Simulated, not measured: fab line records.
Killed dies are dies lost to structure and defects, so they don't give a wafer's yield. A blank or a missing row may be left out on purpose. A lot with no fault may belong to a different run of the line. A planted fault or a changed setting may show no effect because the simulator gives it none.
Chamber matching | flow gf180mcu | cmp-02 running GF_V4_CMP_04: 4 sister chambers
The step polishes SiO2. 8 wafers are shown with their chamber, then 7 later ones without.

== WAFERS WITH THEIR CHAMBER ==
wafer  | chamber | motorCurrentA (A) | timeToEndpointS (s)
L485.6 | 2       | 13.0              | 83
L493.5 | 3       | 11.7              | 81
L493.6 | 2       | 12.5              | 92
L496.4 | 1       | 12.7              | 88
L496.5 | 3       | 12.2              | 95
L496.6 | 0       | 10.4              | 87
L497.1 | 0       | 10.5              | 91
L497.3 | 1       | 12.8              | 80

== WAFERS MISSING THEIR CHAMBER ==
wafer  | motorCurrentA (A) | timeToEndpointS (s)
L497.4 | 12.4              | 88
L500.1 | 12.3              | 81
L500.2 | 12.3              | 87
L500.3 | 10.2              | 86
L501.1 | 10.8              | 86
L501.2 | 13.0              | 88
L501.5 | 13.6              | 95

== CHAMBER TAKEN BY EACH ==
wafer  | from the rows above          | in truth
L497.4 | can't be placed: 2 or 1 or 3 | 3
L500.1 | can't be placed: 3 or 1 or 2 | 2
L500.2 | can't be placed: 3 or 2 or 1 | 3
L500.3 | 0                            | 0
L501.1 | 0                            | 0
L501.2 | can't be placed: 2 or 1      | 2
L501.5 | can't be placed: 2 or 1      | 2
2 of 7 placed correctly. From these rows, 5 cannot be placed; in 5 the true chamber is one of the candidates. 0 placed wrongly.
How it was worked out, from the rows above alone: a wafer's distance from a chamber is the root of the sum, over the readings, of the square of ((its reading less the chamber's mean) divided by the reading's scatter). The wafer belongs to the nearest chamber; if the next one is less than 2 further off, it can't be placed. Each chamber's mean is taken over the wafers shown for it. The scatter: take each reading less its chamber's mean, square it, sum over the shown wafers, divide by the number of wafers less the number of chambers, and take the root.
